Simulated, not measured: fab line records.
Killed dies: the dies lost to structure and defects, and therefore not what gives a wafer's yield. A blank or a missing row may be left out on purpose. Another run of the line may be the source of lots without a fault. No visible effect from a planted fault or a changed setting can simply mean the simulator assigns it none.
Which tool is to blame? | flow gf180mcu | Sampling: 7 lots, 21 wafers, 3 of 602 route steps

== WHAT THE GAUGES SHOWED, per wafer ==
GF_PASSIVATION_THK_MEAS_03.
lot  | measured     | on            | PASSIVATION_CVD_02_THK (nm)
L639 | day 28 09:17 | film metro-02 | 702 705 703
L641 | day 29 05:56 | film metro-01 | 699 709 703
L644 | day 30 03:28 | film metro-02 | 689 708 701
L647 | day 30 19:09 | film metro-02 | 698 702 709
L651 | day 32 00:09 | film metro-04 | 827 820 835
L654 | day 32 19:37 | film metro-04 | 701 719 714
L659 | day 34 05:33 | film metro-01 | 688 699 707

== TOOL THAT RAN EACH LOT (tool first, then ch and the chambers of the sampled wafers, then the start) ==
lot  | GF_V5_ETCH_16                      | GF_PASSIVATION_CVD_02
L639 | rie diel-02 ch 0,1,3, day 27 11:05 | pecvd-03 ch 0,1,2, day 28 09:00
L641 | rie diel-02 ch 0,2,3, day 28 07:57 | pecvd-03 ch 0,1,2, day 29 05:46
L644 | rie diel-04 ch 0,2, day 29 05:26   | pecvd-03 ch 0,1, day 30 03:02
L647 | rie diel-04 ch 0,1,3, day 29 21:49 | pecvd-04 ch 0,2, day 30 18:52
L651 | rie diel-03 ch 0,2,3, day 31 03:47 | pecvd-03 ch 0,1,2, day 31 23:51
L654 | rie diel-03 ch 1,2,3, day 32 00:30 | pecvd-04 ch 0,1,2, day 32 19:19
L659 | rie diel-03 ch 1,2, day 33 11:52   | pecvd-04 ch 0,2, day 34 05:16
- GF_V5_ETCH_16: etches BARC in N2/H2.
- GF_PASSIVATION_CVD_02: deposits Si3N4, target thk 700 nm, time 486.18 s.

== THE ANSWER, worked out from the rows above alone ==
Rule: what is usual is taken from the lots themselves. Put in order of their means at a reading, lots are off if they are a third of the lots or fewer, leave a main group of 4 or more, and stand apart from it by a gap of 3 or more times the standard deviation of the main group's means; of several such gaps the widest counts. The tables above print the reading to a certain number of digits; a main group whose means all agree to those digits is not used. A lot without any number at a reading at which 4 lots or more have one is off too. Any other lot the step has rows for is counted as sound.
Off: L651, at GF_PASSIVATION_THK_MEAS_03 (PASSIVATION_CVD_02_THK). For the main group the mean is 703 nm and the standard deviation 4.2.
If a tool, at a process step before that reading, ran all the lots that are off and no sound lot after the first of them, it fits. The gauges at GF_PASSIVATION_THK_MEAS_03 are tried like those tools. One fits: pecvd-03 at GF_PASSIVATION_CVD_02. A fault onset in the window from L644 (day 30 03:02, its last sound lot) to L651 (day 31 23:51, its first lot off) fits.

== WHAT THE SIMULATOR HAD PUT IN ==
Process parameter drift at GF_PASSIVATION_CVD_02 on pecvd-03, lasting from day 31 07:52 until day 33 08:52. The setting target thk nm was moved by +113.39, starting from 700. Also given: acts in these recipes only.
Struck lots among those shown: L651. The same result came from the rule above.
